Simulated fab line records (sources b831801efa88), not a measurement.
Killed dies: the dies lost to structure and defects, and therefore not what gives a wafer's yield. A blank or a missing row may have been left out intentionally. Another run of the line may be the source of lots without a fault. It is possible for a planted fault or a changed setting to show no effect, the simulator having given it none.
fab line records	flow sfq-line
record: lots: 5	wafers: 15	last-day: 91
route steps=325 shown L0V@17 M0@28 I0@43 M1@58 M8@325
lots with no fault: from the same line, run without faults
start-h: the number of hours between the record's first day and the start of the first shown wafer of the lot	wait-h: hours elapsed since this lot's preceding step	" as in the row above	L1.1+2: a single row standing in for several wafers	- no value, or no start was given	* or withheld: withheld	< > ~ a bound
route shown NAME@n: NAME is a module with steps in the file, n the number in the route of the first one	usual: mean/standard deviation of fault-free wafers	same: alike in all rows	chamber/n: place in a boat	sites: the reading at each site	_std_site: the values' standard deviation	_edge_site: inner sites' mean taken away from outer sites' mean	radius-mm: how far each site lies from the wafer's centre	mask NAME#n: copy n	behind: the last tool/chamber to shape the wafer	hold: reason for holding the lot/hours on hold/outcome of the hold	device: which transistor (n, p or np) failed to switch	end of line: the route-end tests of the same wafers	step lacking rows: just its recipe	killed: dies lost to structure and defects at the first sort, not the wafer's yield	map: dies across one wafer; x = killed, . = not, _ = none there
set.NAME: the setting as run; set.NAME@STEP: as run at that earlier step	model.NAME: the simulator's own value behind a step, which no gauge read
lots at some steps of the route; a table a step, a row a wafer
services: when a tool's chamber went out of use (start-h, in hours from the record's first day, below 0 if earlier), for how many hours, and the reason
== steps ==
step: SFQ_TRILAYER_L0_VIA_LITHO_COAT_018
recipe: resist: BARC	spin-rpm: 3000	resist-thk-nm: 62
step: SFQ_TRILAYER_L0_VIA_LITHO_COAT_013
recipe: resist: KrF	spin-rpm: 3000	resist-thk-nm: 650
step: SFQ_TRILAYER_L0_VIA_LITHO_SOFTBAKE_017
recipe: temp-c: withheld	time-s: withheld	resist: KrF
step: SFQ_TRILAYER_L0_VIA_LITHO_EXPOSE_014
recipe: mask-id: L0V	na: 0.6	source-shape: conventional	sigma-outer: 0.65	target-cd-nm: 700	dose-mj: 21.3
step: SFQ_TRILAYER_L0_VIA_LITHO_PEB_016
recipe: peb-temp-c: 115	peb-time-s: 60	resist: KrF
step: SFQ_TRILAYER_L0_VIA_LITHO_DEVELOP_015
recipe: time-s: 60	resist: KrF
step: SFQ_L0V_OVL_MEAS_903
usual: L0V_OVL: -1/6
lot.wafer	tool	chamber	start-h	wait-h	L0V_OVL[nm]
L556.1	overlay-02	-	144.32	0.1	4
L556.2	"	-	"	"	-7
L556.3	"	-	"	"	2
L566.1	overlay-02	-	204.99	0.1	7
L566.2	"	-	"	"	3
L566.6	"	-	"	"	7
L573.1	overlay-01	-	266.19	0.1	4
L573.3	"	-	"	"	2
L573.5	"	-	"	"	0
L575.2	overlay-02	-	283.00	0.1	0
L575.3	"	-	"	"	-1
L575.4	"	-	"	"	-1
L578.1	overlay-01	-	307.98	0.1	6
L578.3	"	-	"	"	0
L578.6	"	-	"	"	3
step: SFQ_TRILAYER_L0_VIA_BARC_OPEN_VIA_ETCH_021
recipe: mask-material: PR	chemistry: O2	target-depth-nm: 125	target: BARC	source-w: 500	bias-w: 80	pressure-mtorr: 30	time-s: 41.7
step: SFQ_TRILAYER_L0_VIA_ETCH_VIA_ETCH_016
recipe: target: SiO2	stop-on: MoNx_KI	mask-material: PR	chemistry: CHF3	target-depth-nm: 80	source-w: 500	bias-w: 80	pressure-mtorr: 30	time-s: withheld
usual: bias-w: 80.00/0.19	drypump-motor-current-A: 5.6/0.43	oes-product-au: 0.843/0.0073
lot.wafer	tool	chamber	start-h	wait-h	bias-w	drypump-motor-current-A	oes-product-au
L556.1	rie-diel-03	0	144.39	0.0	80.14	5.6	0.840
L556.2	"	2	"	"	79.53	4.7	0.847
L556.3	"	1	"	"	79.59	5.6	0.842
L566.1	rie-diel-02	1	205.07	0.0	79.90	5.2	0.831
L566.2	"	3	"	"	80.23	6.2	0.836
L566.6	"	1	"	"	80.18	5.2	0.843
L573.1	rie-diel-02	3	266.27	0.0	79.81	6.2	0.844
L573.3	"	2	"	"	80.19	5.9	0.840
L573.5	"	3	"	"	80.31	6.2	0.852
L575.2	rie-diel-02	1	283.07	0.0	80.11	5.2	0.840
L575.3	"	2	"	"	79.86	5.9	0.846
L575.4	"	0	"	"	79.75	5.9	0.841
L578.1	rie-diel-03	2	308.06	0.0	80.10	4.7	0.821
L578.3	"	3	"	"	79.73	5.7	0.830
L578.6	"	2	"	"	80.05	4.7	0.847
step: SFQ_TRILAYER_L0_VIA_STRIP_STRIP_017
recipe: gas: O2	power-w: 200	platen-temp-c: 40	overash-fraction: 0.65	chemistry: O2	pressure-mtorr: 50
step: SFQ_TRILAYER_L0_VIA_STRIP_SOLV_CLEAN_018
recipe: chemistry: NMP	temp-c: 70	time-s: 600
step: SFQ_TRILAYER_M0_DEP_PRE_CLEAN_020
recipe: gas: Ar	time-s: 15	bias-v: 250
step: SFQ_TRILAYER_M0_DEP_SPUTTER_019
recipe: material: Nb	base-pressure-pa: 1.33e-06	chamber-pressure-pa: 0.1333	substrate-temp-c: 20	resputter-cathode-voltage-v: 400	target-thk-nm: 200	power-w: 2000	time-s: 133.3
usual: chamber-pressure-pa: 0.13334/0.00028	substrate-temp-c: 20.00/0.1	throttle-valve-pct: 30.0/0.84
lot.wafer	tool	chamber	start-h	wait-h	chamber-pressure-pa	substrate-temp-c	throttle-valve-pct	model.Nb_of_TRILAYER_M0_DEP_SPUTTER_019.thk-nm
L556.1	pvd-sputter-04	-	145.24	0.0	0.13365	20.17	31.4	199.7
L556.2	"	-	"	"	0.13337	19.88	29.6	199.9
L556.3	"	-	"	"	0.13364	20.02	30.5	201
L566.1	pvd-sputter-04	-	205.92	0.0	0.13318	19.91	30.7	147.9
L566.2	"	-	"	"	0.13376	19.92	29.3	200.5
L566.6	"	-	"	"	0.13339	20.02	32.0	201.1
L573.1	pvd-sputter-06	-	267.12	0.0	0.13371	20.09	30.1	201.8
L573.3	"	-	"	"	0.13351	20.09	28.9	201.4
L573.5	"	-	"	"	0.13358	20.04	29.8	199.7
L575.2	pvd-sputter-05	-	283.92	0.0	0.13353	20.04	29.2	199.2
L575.3	"	-	"	"	0.13338	20.10	29.6	199.1
L575.4	"	-	"	"	0.13308	19.97	29.9	197.7
L578.1	pvd-sputter-05	-	308.91	0.0	0.1337	19.95	30.0	195.3
L578.3	"	-	"	"	0.13378	19.83	29.4	195.8
L578.6	"	-	"	"	0.13345	19.76	29.1	194.9
step: SFQ_M0_RS_MEAS_904
recipe: thk-meas-gauge: four-point-probe	reads: Nb_of_TRILAYER_M0_DEP_SPUTTER_019
usual: M0_NB_RS: 0.888/0.0088
lot.wafer	tool	chamber	start-h	wait-h	hold	M0_NB_RS[ohm/sq]
L556.1	film-metro-04	-	145.33	0.0	-	0.892
L556.2	"	-	"	"	-	0.891
L556.3	"	-	"	"	-	0.886
L566.1	film-metro-01	-	206.01	0.0	await-dispo/0.2h/release	1.207
L566.2	"	-	"	"	await-dispo/0.2h/release	0.891
L566.6	"	-	"	"	await-dispo/0.2h/release	0.887
L566.1	film-metro-01	-	206.29	0.3	-	1.208
L566.2	"	-	"	"	-	0.889
L566.6	"	-	"	"	-	0.885
L573.1	film-metro-04	-	267.21	0.0	-	0.883
L573.3	"	-	"	"	-	0.884
L573.5	"	-	"	"	-	0.894
L575.2	film-metro-04	-	284.03	0.1	-	0.894
L575.3	"	-	"	"	-	0.897
L575.4	"	-	"	"	-	0.902
L578.1	film-metro-03	-	309.00	0.0	-	0.909
L578.3	"	-	"	"	-	0.910
L578.6	"	-	"	"	-	0.911
step: SFQ_TRILAYER_M0_LITHO_COAT_021
recipe: resist: KrF	spin-rpm: 3000	resist-thk-nm: 600
step: SFQ_TRILAYER_M0_LITHO_SOFTBAKE_025
recipe: temp-c: withheld	time-s: withheld	resist: KrF
step: SFQ_TRILAYER_M0_LITHO_EXPOSE_022
recipe: mask-id: M0	na: 0.6	source-shape: conventional	sigma-outer: 0.65	target-cd-nm: 500	dose-mj: 14.4
step: SFQ_TRILAYER_M0_LITHO_PEB_024
recipe: peb-temp-c: 115	peb-time-s: 60	resist: KrF
step: SFQ_TRILAYER_M0_LITHO_DEVELOP_023
recipe: time-s: 60	resist: KrF
step: SFQ_M0_OVL_MEAS_906
usual: M0_OVL: -1/4.1
lot.wafer	tool	chamber	start-h	wait-h	M0_OVL[nm]
L556.1	overlay-02	-	239.79	0.1	0
L556.2	"	-	"	"	-3
L556.3	"	-	"	"	-9
L566.1	overlay-02	-	316.38	0.1	-10
L566.2	"	-	"	"	-6
L566.6	"	-	"	"	-3
L573.1	overlay-02	-	387.18	0.1	2
L573.3	"	-	"	"	-2
L573.5	"	-	"	"	-1
L575.2	overlay-02	-	406.39	0.1	5
L575.3	"	-	"	"	2
L575.4	"	-	"	"	2
L578.1	overlay-01	-	438.91	0.1	0
L578.3	"	-	"	"	0
L578.6	"	-	"	"	-1
step: SFQ_TRILAYER_M0_BARC_OPEN_METAL_ETCH_031
recipe: mask-material: PR	chemistry: O2	target-depth-nm: 125	target: BARC	icp-w: 600	bias-w: 80	pressure-mtorr: 10	time-s: 41.7
usual: bias-w: 80.00/0.26	drypump-motor-current-A: 6.1/0.41	oes-product-au: 0.685/0.0042
lot.wafer	tool	chamber	start-h	wait-h	bias-w	drypump-motor-current-A	oes-product-au	rf-hours-counter-h
L556.1	rie-metal-01	0	239.83	0.0	80.04	5.4	0.690	117
L556.2	"	1	"	"	80.72	5.6	0.686	26
L556.3	"	0	"	"	80.12	5.4	0.683	-
L566.1	rie-metal-04	0	316.42	0.0	79.36	6.5	0.679	139
L566.2	"	1	"	"	79.64	6.6	0.682	148
L566.6	"	0	"	"	79.94	6.5	0.686	-
L573.1	rie-metal-03	0	387.22	0.0	80.13	6.3	0.685	41
L573.3	"	0	"	"	79.95	6.3	0.680	-
L573.5	"	1	"	"	79.97	6.1	0.682	-
L575.2	rie-metal-01	1	406.42	0.0	80.41	5.6	0.686	51
L575.3	"	1	"	"	80.07	5.6	0.688	-
L575.4	"	0	"	"	80.10	5.4	0.684	-
L578.1	rie-metal-01	0	438.95	0.0	80.01	5.4	0.691	145
L578.3	"	1	"	"	79.78	5.6	0.689	-
L578.6	"	1	"	"	80.01	5.6	0.690	-
step: SFQ_TRILAYER_M0_ETCH_METAL_ETCH_024
recipe: target: Nb	stop-on: SiO2	mask-material: PR	chemistry: Cl2/Ar	target-depth-nm: 240	icp-w: 600	bias-w: 80	pressure-mtorr: 10	time-s: 120
usual: bias-w: 79.98/0.24	drypump-motor-current-A: 6.1/0.41	oes-product-au: 0.895/0.0068
lot.wafer	tool	chamber	start-h	wait-h	bias-w	drypump-motor-current-A	oes-product-au	rf-hours-counter-h
L556.1	rie-metal-01	0	239.89	0.0	80.04	5.3	0.881	117
L556.2	"	1	"	"	80.27	5.6	0.892	27
L556.3	"	0	"	"	79.86	5.4	0.891	-
L566.1	rie-metal-04	0	316.48	0.0	79.98	6.5	0.753	139
L566.2	"	1	"	"	79.58	6.7	0.893	148
L566.6	"	0	"	"	80.13	6.4	0.899	-
L573.1	rie-metal-03	0	387.28	0.0	80.00	6.4	0.899	41
L573.3	"	0	"	"	80.05	6.4	0.900	-
L573.5	"	1	"	"	80.03	6.0	0.895	-
L575.2	rie-metal-01	1	406.48	0.0	79.91	5.6	0.895	51
L575.3	"	1	"	"	79.50	5.6	0.894	-
L575.4	"	0	"	"	80.13	5.4	0.894	-
L578.1	rie-metal-01	0	439.01	0.0	79.65	5.4	0.890	145
L578.3	"	1	"	"	80.23	5.6	0.881	-
L578.6	"	1	"	"	79.94	5.6	0.878	-
step: SFQ_TRILAYER_M0_STRIP_STRIP_025
recipe: gas: O2	power-w: 200	platen-temp-c: 40	overash-fraction: 0.65	chemistry: O2	pressure-mtorr: 50
usual: drypump-motor-current-A: 6.1/0.41	oes-product-au: 1.001/0.0076
lot.wafer	tool	chamber	start-h	wait-h	drypump-motor-current-A	oes-product-au	rf-hours-counter-h
L556.1	rie-metal-01	0	240.01	0.1	5.4	0.998	117
L556.2	"	1	"	"	5.6	1.001	27
L556.3	"	0	"	"	5.3	1.009	-
L566.1	rie-metal-04	0	316.61	0.1	6.5	1.002	139
L566.2	"	1	"	"	6.6	0.995	148
L566.6	"	0	"	"	6.5	0.998	-
L573.1	rie-metal-03	0	387.41	0.1	6.4	0.997	42
L573.3	"	0	"	"	6.4	1.000	-
L573.5	"	1	"	"	6.0	1.013	-
L575.2	rie-metal-01	1	406.61	0.1	5.6	1.000	51
L575.3	"	1	"	"	5.6	0.989	-
L575.4	"	0	"	"	5.4	0.987	-
L578.1	rie-metal-01	0	439.13	0.1	5.4	1.006	145
L578.3	"	1	"	"	5.6	0.998	-
L578.6	"	1	"	"	5.6	1.000	-
step: SFQ_TRILAYER_M0_STRIP_SOLV_CLEAN_026
recipe: chemistry: NMP	temp-c: 70	time-s: 600
step: SFQ_TRILAYER_I0_DEP_PECVD_027
recipe: material: SiO2	temp-c: 150	time-s: 111.11	pressure-torr: 2.4	rf-w: 183.3	precursor: SiH4/N2O	target-thk-nm: 500
usual: heater-power-w: 98/10	throttle-valve-pct: 24.2/1
lot.wafer	tool	chamber	start-h	wait-h	heater-power-w	throttle-valve-pct
L556.1	pecvd-01	0	240.79	0.0	95	23.6
L556.2	"	2	"	"	101	23.3
L556.3	"	1	"	"	108	22.8
L566.1	pecvd-02	2	317.38	0.0	106	24.7
L566.2	"	0	"	"	96	26.0
L566.6	"	1	"	"	89	25.4
L573.1	pecvd-02	1	388.18	0.0	97	25.2
L573.3	"	2	"	"	111	24.8
L573.5	"	2	"	"	110	24.7
L575.2	pecvd-01	2	407.38	0.0	113	23.4
L575.3	"	0	"	"	104	23.8
L575.4	"	2	"	"	91	23.7
L578.1	pecvd-02	2	439.91	0.0	116	24.7
L578.3	"	0	"	"	107	26.0
L578.6	"	2	"	"	98	24.6
step: SFQ_TRILAYER_I0_CMP_CMP_028
recipe: material: SiO2	down-force-psi: 3	platen-rpm: 60	pad-velocity-m-s: 0.94248
usual: motor-current-A: 9.8/0.86	time-to-endpoint-s: 214/7
lot.wafer	tool	chamber	start-h	wait-h	motor-current-A	time-to-endpoint-s
L556.2	cmp-01	2	243.95	3.1	10.1	209
L556.1	"	3	"	"	10.4	208
L556.3	"	0	"	"	8.4	205
L566.2	cmp-02	3	326.53	9.1	10.7	212
L566.1	"	0	"	"	10.1	200
L566.6	"	3	328.53	11.1	11.1	209
L573.1	cmp-02	3	389.34	1.1	11.2	211
L573.3	"	0	"	"	9.7	206
L573.5	"	2	390.95	2.7	10.1	209
L575.3	cmp-02	1	409.57	2.1	10.7	219
L575.2	"	2	"	"	9.6	213
L575.4	"	3	"	"	11.7	222
L578.1	cmp-02	3	439.98	0.0	10.5	207
L578.3	"	1	440.98	1.0	10.5	205
L578.6	"	0	442.48	2.5	9.8	209
step: SFQ_I0_BOW_MEAS_907
recipe: mode: bow
usual: I0_BOW: 0/7
lot.wafer	tool	chamber	start-h	wait-h	I0_BOW[um]
L556.1	film-metro-02	-	246.45	1.5	9
L556.2	"	-	"	"	-11
L556.3	"	-	"	"	13
L566.1	film-metro-04	-	329.03	1.5	8
L566.2	"	-	"	"	-10
L566.6	"	-	"	"	1
L573.1	film-metro-01	-	391.49	1.6	7
L573.3	"	-	"	"	6
L573.5	"	-	"	"	13
L575.2	film-metro-02	-	412.59	2.0	14
L575.3	"	-	"	"	-5
L575.4	"	-	"	"	-7
L578.1	film-metro-04	-	442.98	2.5	-1
L578.3	"	-	"	"	-8
L578.6	"	-	"	"	-8
step: SFQ_TRILAYER_I0_METRO_MEASURE_029
step: SFQ_TRILAYER_I0_VIA_LITHO_COAT_036
recipe: resist: BARC	spin-rpm: 3000	resist-thk-nm: 62
step: SFQ_TRILAYER_I0_VIA_LITHO_COAT_031
recipe: resist: KrF	spin-rpm: 3000	resist-thk-nm: 650
step: SFQ_TRILAYER_I0_VIA_LITHO_SOFTBAKE_035
recipe: temp-c: withheld	time-s: withheld	resist: KrF
step: SFQ_TRILAYER_I0_VIA_LITHO_EXPOSE_032
recipe: mask-id: I0	na: 0.6	source-shape: conventional	sigma-outer: 0.65	target-cd-nm: 500	dose-mj: 21.3
step: SFQ_TRILAYER_I0_VIA_LITHO_PEB_034
recipe: peb-temp-c: 115	peb-time-s: 60	resist: KrF
step: SFQ_TRILAYER_I0_VIA_LITHO_DEVELOP_033
recipe: time-s: 60	resist: KrF
step: SFQ_I0_OVL_MEAS_908
usual: I0_OVL: -1/4.7
lot.wafer	tool	chamber	start-h	wait-h	I0_OVL[nm]
L556.1	overlay-01	-	364.38	0.1	9
L556.2	"	-	"	"	4
L556.3	"	-	"	"	0
L566.1	overlay-02	-	463.20	0.1	-6
L566.2	"	-	"	"	0
L566.6	"	-	"	"	-2
L573.1	overlay-01	-	540.98	0.1	5
L573.3	"	-	"	"	3
L573.5	"	-	"	"	9
L575.2	overlay-01	-	566.19	0.1	1
L575.3	"	-	"	"	-4
L575.4	"	-	"	"	-6
L578.1	overlay-01	-	600.61	0.1	-2
L578.3	"	-	"	"	-1
L578.6	"	-	"	"	1
step: SFQ_TRILAYER_I0_VIA_BARC_OPEN_VIA_ETCH_046
recipe: mask-material: PR	chemistry: O2	target-depth-nm: 125	target: BARC	source-w: 500	bias-w: 80	pressure-mtorr: 30	time-s: 41.7
step: SFQ_TRILAYER_I0_VIA_ETCH_VIA_ETCH_034
recipe: target: SiO2	stop-on: Nb	mask-material: PR	taper-deg: 20	chemistry: CHF3	target-depth-nm: 260	source-w: 500	bias-w: 80	pressure-mtorr: 30	time-s: withheld
step: SFQ_TRILAYER_I0_VIA_STRIP_STRIP_035
recipe: gas: O2	power-w: 200	platen-temp-c: 40	overash-fraction: 0.65	chemistry: O2	pressure-mtorr: 50
step: SFQ_TRILAYER_I0_VIA_STRIP_SOLV_CLEAN_036
recipe: chemistry: NMP	temp-c: 70	time-s: 600
step: SFQ_TRILAYER_M1_DEP_PRE_CLEAN_038
recipe: gas: Ar	time-s: 22.5	bias-v: 250
step: SFQ_M8_BOW_MEAS_951
recipe: mode: bow
usual: M8_BOW: 9/9.5
lot.wafer	tool	chamber	start-h	wait-h	M8_BOW[um]	model.etest.m0.ohm-um	model.etest.i0.link-ohm	model.etest.m0.ohm-sq
L556.1	film-metro-02	-	1953.32	0.0	10	1.781	1.967	0.8907
L556.2	"	-	"	"	-10	1.775	1.964	0.8898
L556.3	"	-	"	"	12	1.771	1.962	0.8845
L566.1	film-metro-04	-	2133.40	0.0	21	2.395	2.273	1.202
L566.2	"	-	"	"	4	1.766	1.954	0.887
L566.6	"	-	"	"	15	1.758	1.955	0.8843
L573.1	film-metro-01	-	2175.11	0.0	19	1.763	1.971	0.8812
L573.3	"	-	"	"	18	1.768	1.968	0.8829
L573.5	"	-	"	"	24	1.78	1.975	0.8906
L575.2	film-metro-01	-	2177.53	0.0	20	1.785	1.952	0.8927
L575.3	"	-	"	"	0	1.784	1.956	0.8931
L575.4	"	-	"	"	-2	1.8	1.96	0.8996
L578.1	film-metro-02	-	2182.31	0.0	18	1.829	1.988	0.9104
L578.3	"	-	"	"	8	1.823	1.978	0.9082
L578.6	"	-	"	"	9	1.834	1.983	0.9125
== services ==
tool	chamber	start-h	hours	kind
rie-metal-04	-	121.53	1.4	pm
rie-metal-03	-	140.86	2.8	pm
rie-metal-04	0	148.24	13.7	repair
rie-metal-04	1	179.79	14.2	repair
rie-diel-02	0	183.37	7.5	repair
rie-metal-03	-	189.08	0.1	repair
cmp-02	-	202.54	1.1	repair
rie-metal-01	0	219.21	2.0	repair
cmp-02	-	227.67	0.4	repair
cmp-02	-	240.62	2.2	repair
cmp-02	-	245.83	4.0	pm
rie-metal-01	-	247.81	2.8	pm
rie-diel-02	3	248.72	2.5	repair
cmp-02	-	263.69	1.0	repair
rie-metal-04	0	294.62	6.7	repair
cmp-02	-	297.12	1.9	repair
rie-diel-02	2	316.40	25.0	repair
cmp-02	-	329.03	5.7	pm
rie-diel-02	0	339.99	5.0	repair
rie-diel-02	3	348.25	4.5	repair
cmp-02	-	349.67	0.5	repair
pecvd-02	-	357.12	6.0	pm
rie-metal-03	-	363.98	0.9	repair
cmp-02	-	419.85	1.2	repair
== key ==
first-sign: step: SFQ_M0_RS_MEAS_904	reading: visit	direction: added
effect: step: SFQ_M0_RS_MEAS_904	reading: M0_NB_RS	direction: up	sigmas: 36	usual: 0.888	struck: 1.207
effect: step: SFQ_TRILAYER_M0_ETCH_METAL_ETCH_024	reading: oes-product-au	direction: down	sigmas: 21	usual: 0.895	struck: 0.753
model-effect: step: SFQ_TRILAYER_M0_DEP_SPUTTER_019	value: Nb_of_TRILAYER_M0_DEP_SPUTTER_019.thk-nm	without: 201.8	struck: 147.9
model-effect: step: SFQ_M8_BOW_MEAS_951	value: etest.m0.ohm-um	without: 1.755	struck: 2.395
met-at SFQ_TRILAYER_M0_DEP_SPUTTER_019
struck-wafers L566.1
onset-between 145.24 205.92
fault: kind: process-parameter-drift	tool: pvd-sputter-04	chamber: -	onset-h: 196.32	steps: SFQ_TRILAYER_M0_DEP_SPUTTER_019	channel: target-thk-nm	offset: -53.896	shape: step	end-h: 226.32	scope: struck-wafers-only	acts-in: these-recipes-only	stated: 200
